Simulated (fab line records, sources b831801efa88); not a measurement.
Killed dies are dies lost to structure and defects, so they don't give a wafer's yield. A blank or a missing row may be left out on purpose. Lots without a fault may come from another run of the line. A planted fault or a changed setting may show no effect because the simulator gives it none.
A struck lot beside a sound one | flow sky130 | 16 steps out of a route of 708
Sound: wafers L945.3, L945.4, L945.5. Struck: wafers L940.4, L940.5. (L940.1 of the same lot was not struck and is left out.) The cause comes at the end.
At each step with rows: each side's tool, then ch and its chambers, then its first start. Under that, the readings that differ: sound wafers | struck wafers | difference of the means | sigmas: that difference in standard deviations of wafers without a fault.
alike: readings whose means differ by less than 2 such deviations, and words and numbers that are the same on both sides. not compared: withheld readings, readings that some wafer has no value for, bounds like >300 that may hide the same value, and numbers for which the record gives no deviation and whose values overlap.
The two part at a step that has a row with sigmas, a row that says differs or no value, or rows on one side only. Numbers that don't overlap but have no deviation are shown without sigmas and don't part them. A reading that every wafer of one side lacks parts them only if that side has two wafers or more.

first, 8 steps without rows for these wafers: SKY_METAL2_DEHYDRATE_07 (time 60 s); SKY_METAL2_HMDS_08 (prime time 60 s); SKY_METAL2_COAT_09 (resist thk 60 nm); SKY_METAL2_COAT_10 (resist thk 450 nm); SKY_METAL2_SOFTBAKE_11 (time 90 s); SKY_METAL2_EXPOSE_12 (exposes mask MM2, target cd 140 nm); SKY_METAL2_PEB_13; SKY_METAL2_DEVELOP_14 (develop time 60 s).
SKY_METAL2_CD_MEAS_15: target cd 140 nm.
  sound on cd_sem-01, day 40 02:43; struck on cd_sem-01, day 38 03:59
  alike: cd_nm
SKY_METAL2_OVL_MEAS_16:
  sound on overlay-02, day 40 02:49; struck on overlay-01, day 38 04:06
  alike: METAL2_OVL
SKY_METAL2_DESCUM_17: chemistry O2, time 8 s.
  sound on rie_metal-03 ch 0, day 40 02:52; struck on rie_metal-01 ch 0, day 38 04:08
  alike: drypump_motor_current_A, oes_product_au
  not compared: rf_hours_counter_h
SKY_METAL2_ETCH_18: etches BARC in N2/H2, stops on SiO2, time 45.9 s, target depth 60 nm.
  sound on rie_metal-03 ch 0, day 40 02:56; struck on rie_metal-01 ch 0, day 38 04:10
  alike: drypump_motor_current_A, h2_flow_sccm, n2_flow_sccm, oes_product_au, throttle_valve_pct
  not compared: rf_hours_counter_h
SKY_METAL2_METAL_ETCH_19: etches the open film in Cl2/BCl3, stops on SiO2, target depth 360 nm, time 78 s.
  sound on rie_metal-03 ch 0, day 40 03:05; struck on rie_metal-01 ch 0, day 38 04:14
  reading                                       | sound             | struck          | difference | sigmas
  oes_product_au (a.u.)                         | 0.851 0.849 0.856 | 0.907 0.909     | +0.056     | +9
  over_etch_frac                                | 0.3 0.3 0.3       | 0.15549 0.15549 | -0.14451   |
  model.KrF-thick_of_METAL2_COAT_10.thk_nm (nm) | 164.3 163.1 164.3 | 185.6 183.6     | +20.7      |
  model.METAL2.cd_nm (nm)                       | 136.9 138.4 138   | 142.1 144.8     | +5.7       |
  alike: drypump_motor_current_A, throttle_valve_pct
  not compared: rf_hours_counter_h
SKY_METAL2_STRIP_20: strips in O2/N2.
  sound on plasma_asher-02 ch 0,1, day 40 03:14; struck on plasma_asher-03 ch 0,1, day 38 04:19
  reading                      | sound             | struck      | difference | sigmas
  oes_product_au (a.u.)        | 0.342 0.341 0.351 | 0.359 0.350 | +0.010     | +2
  strip_time_to_endpoint_s (s) | 2.758 2.744 2.761 | 3.002 2.969 | +0.231     | +9
  alike: drypump_motor_current_A, n2_flow_sccm, o2_flow_sccm
  not compared: rf_hours_counter_h
then, 1 step without rows for these wafers: SKY_METAL2_STRIP_21 (strips in post etch residue remover, time 1200 s).
-- the record jumps here: 10 days lie between the struck wafers' starts before and after (it left off in module METAL2 and takes up again in module PAD_OPEN, whose first step shown is number 708 of the route) --
SKY_PAD_OPEN_PROBE_99:
  sound on prober-02, day 49 12:56; struck on prober-02, day 48 02:37
  alike: defect_limited_yield, killed_at_M0_to_M3, killed_at_M4_up, killed_at_contacts, killed_at_front_end, killed_at_other, killed_dies, killed_open, killed_short, sort_bin_3_pad_short, sort_bin_5_function, sort_bin_6_memory, sort_n_pass, sort_yield_pct

WHERE THEY PART
First at SKY_METAL2_METAL_ETCH_19; last, within this record, at SKY_METAL2_STRIP_20. Later steps at which nothing parts them and some readings are alike: SKY_PAD_OPEN_PROBE_99.

WHY: what the simulator had put in
Process parameter drift: rie_metal-01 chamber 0, from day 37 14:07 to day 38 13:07, at SKY_METAL2_METAL_ETCH_19. Setting over_etch_frac, moved by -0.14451, from 0.3. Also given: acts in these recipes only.
